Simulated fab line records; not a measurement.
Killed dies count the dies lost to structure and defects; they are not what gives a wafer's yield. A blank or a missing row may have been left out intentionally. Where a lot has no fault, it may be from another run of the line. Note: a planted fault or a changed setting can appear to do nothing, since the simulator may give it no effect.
fab line records | flow sky130
[record] lots = 12 | wafers = 36 | lastDay = 50
route steps=708 shown VT_ADJUST_HVTP@92 VT_ADJUST_LVTN@106 VT_ADJUST_NCORE@126 PAD_OPEN@708
lots that met no fault: from a run of the same line without faults
startH: hours from the record's opening day to when the first of the lot's shown wafers began | waitH: how many hours have passed since the lot's step before this one | " the same as in the row above | L1.1+2: one row covering several wafers at once | - no value present, or no start provided | * or withheld: withheld | < > ~ a bound
route shown NAME@n: NAME is a module with steps in the file, n the number in the route of the first one | usual: mean/standard deviation of fault-free wafers | same: alike in all rows | chamber/n: place in a boat | sites: each site's reading | _std_site: standard deviation across them | _edge_site: the outer-site mean with the inner-site mean subtracted | radiusMm: for every site, how far away it sits from the centre of the wafer | mask NAME#n: copy n | behind: the most recent tool/chamber to have shaped the wafer | hold: why the lot went on hold/how many hours it stayed there/how the hold came to an end | device: transistor that didn't switch, given as n, p or np | end of line: at the end of the route, the tests of the same wafers | where a step has no rows: the recipe by itself | killed: dies lost to structure and defects at the first sort, not the wafer's yield | map: a wafer's dies, marking killed ones x, the rest . and places with no die _
set.NAME: the setting that was run; set.NAME@STEP: the one run at that earlier step | model.NAME: the simulator's own value behind a step, which no gauge read
route steps across a sampled set of lots; one table per step, one row per wafer
services: a tool's chamber out of use, with start hour (startH, from the record's first day; less than 0 if before it), hours out, and reason
[[steps]]
[step SKY_VT_ADJUST_HVTP_CD_MEAS_07]
[recipe] targetCdNm = 380
[usual] cdNm = 380.2/2.3
lot.wafer | tool     | chamber | startH | waitH | cdNm
L425.3    | cdSem-01 | -       | 125.68 | 0.1   | 380.2
L425.5    | "        | -       | "      | "     | 381.4
L425.6    | "        | -       | "      | "     | 378.7
L426.2    | cdSem-01 | -       | 128.22 | 0.1   | 381.0
L426.3    | "        | -       | "      | "     | 383.3
L426.4    | "        | -       | "      | "     | 382.3
L427.2    | cdSem-02 | -       | 131.12 | 0.1   | 381.1
L427.3    | "        | -       | "      | "     | 381.8
L427.6    | "        | -       | "      | "     | 380.1
L428.1    | cdSem-02 | -       | 138.49 | 0.1   | 379.5
L428.4    | "        | -       | "      | "     | 379.6
L428.6    | "        | -       | "      | "     | 378.7
L429.2    | cdSem-02 | -       | 141.92 | 0.1   | 379.6
L429.5    | "        | -       | "      | "     | 379.5
L429.6    | "        | -       | "      | "     | 378.2
L432.1    | cdSem-01 | -       | 166.19 | 0.1   | 378.9
L432.4    | "        | -       | "      | "     | 375.6
L432.5    | "        | -       | "      | "     | 377.9
L433.2    | cdSem-01 | -       | 170.62 | 0.1   | 376.6
L433.3    | "        | -       | "      | "     | 380.9
L433.6    | "        | -       | "      | "     | 381.0
L434.1    | cdSem-01 | -       | 179.37 | 0.1   | 382.2
L434.5    | "        | -       | "      | "     | 384.0
L434.6    | "        | -       | "      | "     | 384.0
L437.1    | cdSem-01 | -       | 199.90 | 0.1   | 378.9
L437.2    | "        | -       | "      | "     | 382.0
L437.6    | "        | -       | "      | "     | 380.4
L440.4    | cdSem-02 | -       | 215.08 | 0.1   | 384.1
L440.5    | "        | -       | "      | "     | 382.7
L440.6    | "        | -       | "      | "     | 381.2
L445.1    | cdSem-01 | -       | 249.40 | 0.1   | 385.6
L445.4    | "        | -       | "      | "     | 382.4
L445.6    | "        | -       | "      | "     | 381.7
L448.1    | cdSem-01 | -       | 268.12 | 0.2   | 379.9
L448.3    | "        | -       | "      | "     | 376.9
L448.5    | "        | -       | "      | "     | 376.9
[step SKY_VT_ADJUST_LVTN_STRIP_09]
[recipe] chemistry = O2/N2 | powerW = 1400 | pressureMtorr = 1500 | platenTempC = withheld | o2FlowSccm = 3000 | n2FlowSccm = 300 | overashFraction = 0.5
[usual] drypumpMotorCurrentA = 5.5/0.31 | oesProductAu = 0.722/0.0048 | stripTimeToEndpointS = 36.95/0.11
lot.wafer | tool           | chamber | startH | waitH | drypumpMotorCurrentA | oesProductAu | rfHoursCounterH | stripTimeToEndpointS
L425.3    | plasmaAsher-01 | 0       | 145.27 | 0.1   | 5.7                  | 0.716        | -               | 36.90
L425.5    | "              | 0       | "      | "     | 5.7                  | 0.718        | -               | 36.98
L425.6    | "              | 1       | "      | "     | 5.9                  | 0.724        | -               | 37.02
L426.2    | plasmaAsher-04 | 0       | 147.93 | 0.1   | 5.0                  | 0.727        | 35              | 36.98
L426.3    | "              | 0       | "      | "     | 5.0                  | 0.726        | -               | 36.95
L426.4    | "              | 1       | "      | "     | 5.5                  | 0.733        | -               | 36.88
L427.2    | plasmaAsher-04 | 1       | 151.26 | 0.1   | 5.5                  | 0.730        | 36              | 37.06
L427.3    | "              | 1       | "      | "     | 5.5                  | 0.729        | -               | 37.15
L427.6    | "              | 1       | "      | "     | 5.4                  | 0.719        | -               | 37.12
L428.1    | plasmaAsher-04 | 0       | 158.23 | 0.1   | 5.0                  | 0.725        | 36              | 37.01
L428.4    | "              | 1       | "      | "     | 5.4                  | 0.725        | -               | 36.88
L428.6    | "              | 0       | "      | "     | 5.0                  | 0.730        | -               | 36.95
L429.2    | plasmaAsher-01 | 1       | 162.08 | 0.1   | 5.9                  | 0.723        | 5               | 36.93
L429.5    | "              | 0       | "      | "     | 5.8                  | 0.724        | -               | 36.95
L429.6    | "              | 1       | "      | "     | 5.9                  | 0.718        | -               | 36.96
L432.1    | plasmaAsher-04 | 0       | 187.81 | 0.1   | 5.0                  | 0.718        | 40              | 37.00
L432.4    | "              | 0       | "      | "     | 5.0                  | 0.729        | -               | 36.84
L432.5    | "              | 0       | "      | "     | 5.0                  | 0.721        | -               | 36.76
L433.2    | plasmaAsher-04 | 0       | 192.33 | 0.1   | 5.0                  | 0.727        | 40              | 36.94
L433.3    | "              | 1       | "      | "     | 5.4                  | 0.720        | -               | 37.03
L433.6    | "              | 1       | "      | "     | 5.4                  | 0.723        | -               | 37.11
L434.1    | plasmaAsher-01 | 0       | 200.93 | 0.1   | 5.8                  | 0.724        | 9               | 36.98
L434.5    | "              | 1       | "      | "     | 5.9                  | 0.711        | -               | 36.90
L434.6    | "              | 0       | "      | "     | 5.8                  | 0.712        | -               | 36.95
L437.1    | plasmaAsher-01 | 0       | 221.93 | 0.1   | 5.7                  | 0.718        | 11              | 36.73
L437.2    | "              | 1       | "      | "     | 5.9                  | 0.727        | 11              | 36.81
L437.6    | "              | 0       | "      | "     | 5.7                  | 0.719        | -               | 36.76
L440.4    | plasmaAsher-04 | 1       | 238.39 | 0.1   | 5.4                  | 0.725        | -               | 36.86
L440.5    | "              | 0       | "      | "     | 5.0                  | 0.721        | -               | 36.88
L440.6    | "              | 1       | "      | "     | 5.4                  | 0.721        | -               | 36.81
L445.1    | plasmaAsher-04 | 0       | 273.23 | 0.1   | 5.0                  | 0.714        | 48              | 37.18
L445.4    | "              | 1       | "      | "     | 5.4                  | 0.720        | -               | 37.11
L445.6    | "              | 1       | "      | "     | 5.4                  | 0.727        | -               | 37.09
L448.1    | plasmaAsher-02 | 0       | 292.98 | 0.1   | 5.5                  | 0.721        | 62              | 36.76
L448.3    | "              | 0       | "      | "     | 5.5                  | 0.728        | -               | 36.77
L448.5    | "              | 1       | "      | "     | 5.6                  | 0.719        | -               | 36.78
[step SKY_VT_ADJUST_NCORE_CD_MEAS_07]
[recipe] targetCdNm = 380
[usual] cdNm = 380.8/2.5
lot.wafer | tool     | chamber | startH | waitH | cdNm
L425.3    | cdSem-02 | -       | 186.13 | 0.1   | 380.7
L425.5    | "        | -       | "      | "     | 380.0
L425.6    | "        | -       | "      | "     | 381.1
L426.2    | cdSem-02 | -       | 188.96 | 0.1   | 381.8
L426.3    | "        | -       | "      | "     | 381.7
L426.4    | "        | -       | "      | "     | 383.7
L427.2    | cdSem-01 | -       | 192.11 | 0.1   | 385.1
L427.3    | "        | -       | "      | "     | 383.2
L427.6    | "        | -       | "      | "     | 384.8
L428.1    | cdSem-02 | -       | 200.20 | 0.1   | 381.3
L428.4    | "        | -       | "      | "     | 381.2
L428.6    | "        | -       | "      | "     | 379.8
L429.2    | cdSem-02 | -       | 203.56 | 0.1   | 379.3
L429.5    | "        | -       | "      | "     | 381.2
L429.6    | "        | -       | "      | "     | 380.9
L432.1    | cdSem-01 | -       | 231.39 | 0.1   | 384.8
L432.4    | "        | -       | "      | "     | 384.3
L432.5    | "        | -       | "      | "     | 383.3
L433.2    | cdSem-01 | -       | 237.11 | 0.1   | 381.1
L433.3    | "        | -       | "      | "     | 379.8
L433.6    | "        | -       | "      | "     | 380.5
L434.1    | cdSem-02 | -       | 245.69 | 0.1   | 379.4
L434.5    | "        | -       | "      | "     | 378.6
L434.6    | "        | -       | "      | "     | 378.4
L437.1    | cdSem-01 | -       | 268.59 | 0.1   | 380.2
L437.2    | "        | -       | "      | "     | 377.6
L437.6    | "        | -       | "      | "     | 379.1
L440.4    | cdSem-02 | -       | 285.65 | 0.1   | 380.0
L440.5    | "        | -       | "      | "     | 382.9
L440.6    | "        | -       | "      | "     | 379.1
L445.1    | cdSem-02 | -       | 324.19 | 0.1   | 380.5
L445.4    | "        | -       | "      | "     | 379.8
L445.6    | "        | -       | "      | "     | 381.2
L448.1    | cdSem-02 | -       | 345.50 | 0.1   | 381.6
L448.3    | "        | -       | "      | "     | 380.7
L448.5    | "        | -       | "      | "     | 381.7
[step SKY_VT_ADJUST_NCORE_IMPLANT_09]
[recipe] species = B | energyKev = 10 | doseCm2 = 2.4e+12 | tiltDeg = withheld
[usual] beamOnS = 9.98/0.2 | faradayCurrentUA = 13.57/0.27
lot.wafer | tool         | chamber | startH | waitH | beamOnS | faradayCurrentUA
L425.3    | implanter-02 | 0       | 186.29 | 0.1   | 10.10   | 13.40
L425.5    | "            | 0       | "      | "     | 9.84    | 13.76
L425.6    | "            | 0       | "      | "     | 10.02   | 13.57
L426.2    | implanter-03 | 0       | 189.12 | 0.0   | 9.94    | 13.60
L426.3    | "            | 0       | "      | "     | 10.22   | 13.30
L426.4    | "            | 0       | "      | "     | 10.09   | 13.42
L427.2    | implanter-02 | 0       | 192.27 | 0.0   | 10.04   | 13.52
L427.3    | "            | 0       | "      | "     | 10.22   | 13.25
L427.6    | "            | 0       | "      | "     | 10.09   | 13.43
L428.1    | implanter-04 | 0       | 200.35 | 0.0   | 10.25   | 13.16
L428.4    | "            | 0       | "      | "     | 9.81    | 13.79
L428.6    | "            | 0       | "      | "     | 9.94    | 13.62
L429.2    | implanter-04 | 0       | 203.72 | 0.0   | 9.95    | 13.61
L429.5    | "            | 0       | "      | "     | 9.95    | 13.61
L429.6    | "            | 0       | "      | "     | 10.12   | 13.42
L432.1    | implanter-02 | 0       | 231.54 | 0.0   | 10.12   | 13.37
L432.4    | "            | 0       | "      | "     | 9.57    | 14.07
L432.5    | "            | 0       | "      | "     | 10.07   | 13.44
L433.2    | implanter-02 | 0       | 237.27 | 0.0   | 9.71    | 13.93
L433.3    | "            | 0       | "      | "     | 10.11   | 13.46
L433.6    | "            | 0       | "      | "     | 9.91    | 13.65
L434.1    | implanter-02 | 0       | 245.84 | 0.0   | 10.05   | 13.47
L434.5    | "            | 0       | "      | "     | 9.88    | 13.74
L434.6    | "            | 0       | "      | "     | 9.79    | 13.84
L437.1    | implanter-02 | 0       | 268.75 | 0.0   | 9.56    | 14.18
L437.2    | "            | 0       | "      | "     | 10.27   | 13.18
L437.6    | "            | 0       | "      | "     | 9.70    | 13.88
L440.4    | implanter-04 | 0       | 285.82 | 0.1   | 12.48   | 10.85
L440.5    | "            | 0       | "      | "     | 11.68   | 11.55
L440.6    | "            | 0       | "      | "     | 12.03   | 11.20
L445.1    | implanter-04 | 0       | 324.35 | 0.0   | 12.01   | 11.28
L445.4    | "            | 0       | "      | "     | 11.54   | 11.79
L445.6    | "            | 0       | "      | "     | 11.94   | 11.37
L448.1    | implanter-03 | 0       | 345.65 | 0.0   | 9.98    | 13.55
L448.3    | "            | 0       | "      | "     | 9.75    | 13.83
L448.5    | "            | 0       | "      | "     | 9.57    | 14.12
[step SKY_VT_ADJUST_NCORE_TW_MEAS_11]
[usual] VT_ADJUST_NCORE_TW = 219.6/1.4
lot.wafer | tool         | chamber | startH | waitH | hold                    | VT_ADJUST_NCORE_TW
L425.3    | filmMetro-03 | -       | 186.51 | 0.1   | -                       | 218.8
L425.5    | "            | -       | "      | "     | -                       | 218.4
L425.6    | "            | -       | "      | "     | -                       | 218.9
L426.2    | filmMetro-03 | -       | 189.35 | 0.1   | -                       | 217.8
L426.3    | "            | -       | "      | "     | -                       | 217.4
L426.4    | "            | -       | "      | "     | -                       | 217.2
L427.2    | filmMetro-03 | -       | 192.50 | 0.1   | -                       | 218.0
L427.3    | "            | -       | "      | "     | -                       | 217.8
L427.6    | "            | -       | "      | "     | -                       | 218.3
L428.1    | filmMetro-01 | -       | 200.60 | 0.1   | -                       | 221.5
L428.4    | "            | -       | "      | "     | -                       | 221.4
L428.6    | "            | -       | "      | "     | -                       | 221.1
L429.2    | filmMetro-04 | -       | 203.96 | 0.1   | -                       | 219.6
L429.5    | "            | -       | "      | "     | -                       | 219.9
L429.6    | "            | -       | "      | "     | -                       | 220.3
L432.1    | filmMetro-04 | -       | 231.79 | 0.1   | -                       | 219.3
L432.4    | "            | -       | "      | "     | -                       | 220.3
L432.5    | "            | -       | "      | "     | -                       | 220.2
L433.2    | filmMetro-04 | -       | 237.51 | 0.1   | -                       | 219.7
L433.3    | "            | -       | "      | "     | -                       | 218.2
L433.6    | "            | -       | "      | "     | -                       | 218.8
L434.1    | filmMetro-03 | -       | 246.09 | 0.1   | -                       | 219.0
L434.5    | "            | -       | "      | "     | -                       | 218.1
L434.6    | "            | -       | "      | "     | -                       | 217.8
L437.1    | filmMetro-03 | -       | 269.00 | 0.1   | -                       | 220.0
L437.2    | "            | -       | "      | "     | -                       | 217.4
L437.6    | "            | -       | "      | "     | -                       | 219.1
L440.4    | filmMetro-03 | -       | 286.02 | 0.1   | awaitDispo/0.2h/release | 229.6
L440.5    | "            | -       | "      | "     | awaitDispo/0.2h/release | 229.4
L440.6    | "            | -       | "      | "     | awaitDispo/0.2h/release | 230.7
L440.4    | filmMetro-03 | -       | 286.25 | 0.2   | -                       | 229.2
L440.5    | "            | -       | "      | "     | -                       | 229.8
L440.6    | "            | -       | "      | "     | -                       | 230.1
L445.1    | filmMetro-01 | -       | 324.60 | 0.1   | awaitDispo/0.2h/release | 232.5
L445.4    | "            | -       | "      | "     | awaitDispo/0.2h/release | 231.4
L445.6    | "            | -       | "      | "     | awaitDispo/0.2h/release | 230.3
L445.1    | filmMetro-01 | -       | 324.82 | 0.2   | -                       | 231.6
L445.4    | "            | -       | "      | "     | -                       | 231.8
L445.6    | "            | -       | "      | "     | -                       | 231.0
L448.1    | filmMetro-01 | -       | 345.90 | 0.1   | -                       | 219.8
L448.3    | "            | -       | "      | "     | -                       | 220.9
L448.5    | "            | -       | "      | "     | -                       | 221.0
[step SKY_PAD_OPEN_PROBE_99]
[usual] killed_at_M0_to_M3 = 43/7.3 | killed_at_M4_up = 3.1/1.8 | killedAtContacts = 24/5.4 | killedAtFrontEnd = 15/4.1 | killedAtOther = 0.2/0.52 | killedDies = 86/10 | killedOpen = 47/7.3 | killedShort = 39/6.4
[same] grossDies = 492 | killedAtBackSide = 0
lot.wafer | tool      | chamber | startH  | waitH | killed_at_M0_to_M3 | killed_at_M4_up | killedAtContacts | killedAtFrontEnd | killedAtOther | killedDies | killedOpen | killedShort
L434.1    | prober-02 | -       | 1132.09 | 0.1   | 59                 | 1               | 33               | 23               | 0             | 116        | 68         | 48
L434.5    | prober-02 | -       | 1132.29 | 0.2   | 33                 | 2               | 25               | 17               | 0             | 77         | 40         | 37
L434.6    | prober-02 | -       | 1132.34 | 0.2   | 33                 | 5               | 28               | 16               | 1             | 83         | 39         | 44
L448.1    | prober-02 | -       | 1195.51 | 0.1   | 46                 | 3               | 25               | 14               | 0             | 88         | 46         | 42
L448.3    | prober-02 | -       | 1195.61 | 0.2   | 36                 | 4               | 21               | 9                | 1             | 71         | 42         | 29
L448.5    | prober-02 | -       | 1195.71 | 0.2   | 50                 | 2               | 19               | 17               | 0             | 88         | 52         | 36
// killed by level:class
L434.1 CONTACT:geometricParticle:open=17 VIA1:geometricParticle:open=11 VIA3:geometricParticle:open=10 VIA2:geometricParticle:open=8 FIELD_ISO:geometricParticle:short=7 POLY_GATE:geometricParticle:open=6 METAL1:geometricParticle:short=6 METAL2:geometricParticle:short=6
L434.5 VIA3:geometricParticle:open=11 CONTACT:geometricParticle:open=9 FIELD_ISO:geometricParticle:open=7 CONTACT:geometricParticle:short=7 FIELD_ISO:geometricParticle:short=5 LOCAL_INTERCONNECT:geometricParticle:short=5 METAL1:geometricParticle:short=5 VIA1:geometricParticle:short=4
L434.6 LI_CONTACT:geometricParticle:open=8 VIA3:geometricParticle:open=7 POLY_GATE:geometricParticle:short=6 CONTACT:geometricParticle:short=6 FIELD_ISO:geometricParticle:short=5 CONTACT:geometricParticle:open=5 VIA1:geometricParticle:open=5 LOCAL_INTERCONNECT:geometricParticle:short=4
L448.1 VIA2:geometricParticle:open=9 LI_CONTACT:geometricParticle:open=8 CONTACT:geometricParticle:open=8 VIA1:geometricParticle:open=8 VIA2:geometricParticle:short=6 METAL1:geometricParticle:short=6 METAL2:geometricParticle:short=5 FIELD_ISO:geometricParticle:open=4
L448.3 CONTACT:geometricParticle:open=10 LI_CONTACT:geometricParticle:open=7 VIA1:geometricParticle:open=6 VIA3:geometricParticle:open=5 METAL2:geometricParticle:short=5 FIELD_ISO:geometricParticle:short=4 VIA2:geometricParticle:open=4 FIELD_ISO:geometricParticle:open=3
L448.5 VIA1:geometricParticle:open=15 CONTACT:geometricParticle:open=8 METAL1:geometricParticle:short=7 POLY_GATE:geometricParticle:open=6 LI_CONTACT:geometricParticle:open=6 VIA1:geometricParticle:short=6 VIA2:geometricParticle:open=6 VIA3:geometricParticle:open=5
[[services]]
tool           | chamber | startH | hours | kind
implanter-02   | -       | 149.04 | 1.9   | repair
plasmaAsher-02 | -       | 153.01 | 2.8   | pm
implanter-02   | -       | 155.78 | 9.3   | repair
plasmaAsher-02 | -       | 166.44 | 1.6   | repair
implanter-04   | -       | 184.97 | 1.8   | pm
plasmaAsher-04 | -       | 193.66 | 5.1   | repair
implanter-03   | -       | 214.97 | 2.8   | repair
implanter-03   | -       | 229.22 | 2.8   | repair
implanter-04   | -       | 241.23 | 9.9   | repair
implanter-04   | -       | 255.79 | 1.3   | repair
plasmaAsher-01 | -       | 269.37 | 3.2   | repair
plasmaAsher-04 | -       | 285.30 | 14.6  | pm
implanter-03   | -       | 287.56 | 0.5   | repair
implanter-02   | -       | 292.84 | 2.2   | repair
implanter-04   | -       | 295.59 | 0.8   | repair
plasmaAsher-02 | -       | 311.08 | 0.5   | repair
plasmaAsher-01 | -       | 334.71 | 2.2   | repair
implanter-02   | -       | 341.40 | 0.9   | repair
[[key]]
[firstSign] step = SKY_VT_ADJUST_NCORE_IMPLANT_09 | reading = beamOnS | direction = up | sigmas = 9.7 | usual = 9.98 | struck = 11.95
[effect] step = SKY_VT_ADJUST_NCORE_IMPLANT_09 | reading = faradayCurrentUA | direction = down | sigmas = 8.1 | usual = 13.57 | struck = 11.34
[effect] step = SKY_VT_ADJUST_NCORE_TW_MEAS_11 | reading = visit | direction = added
[effect] step = SKY_VT_ADJUST_NCORE_TW_MEAS_11 | reading = VT_ADJUST_NCORE_TW | direction = up | sigmas = 8.2 | usual = 219.6 | struck = 230.7
metAt SKY_VT_ADJUST_NCORE_IMPLANT_09
struckLots L440,L445
testerLeftOut L440,L445
notActingAt SKY_VT_ADJUST_HVTP_CD_MEAS_07,SKY_VT_ADJUST_LVTN_STRIP_09,SKY_VT_ADJUST_NCORE_CD_MEAS_07
onsetBetween 203.72 285.82
[fault] kind = processParameterDrift | tool = implanter-04 | chamber = - | onsetH = 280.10 | steps = SKY_VT_ADJUST_NCORE_IMPLANT_09 | channel = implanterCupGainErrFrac | offset = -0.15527 | shape = step | endH = 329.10
// testerLeftOut: of these lots the tester's yield and bins aren't shown, on N5 and GAA mostly nor the transistor test; their killed dies are dies lost to structure and defects alone, not to doping, threshold or leakage, so they don't give the yield
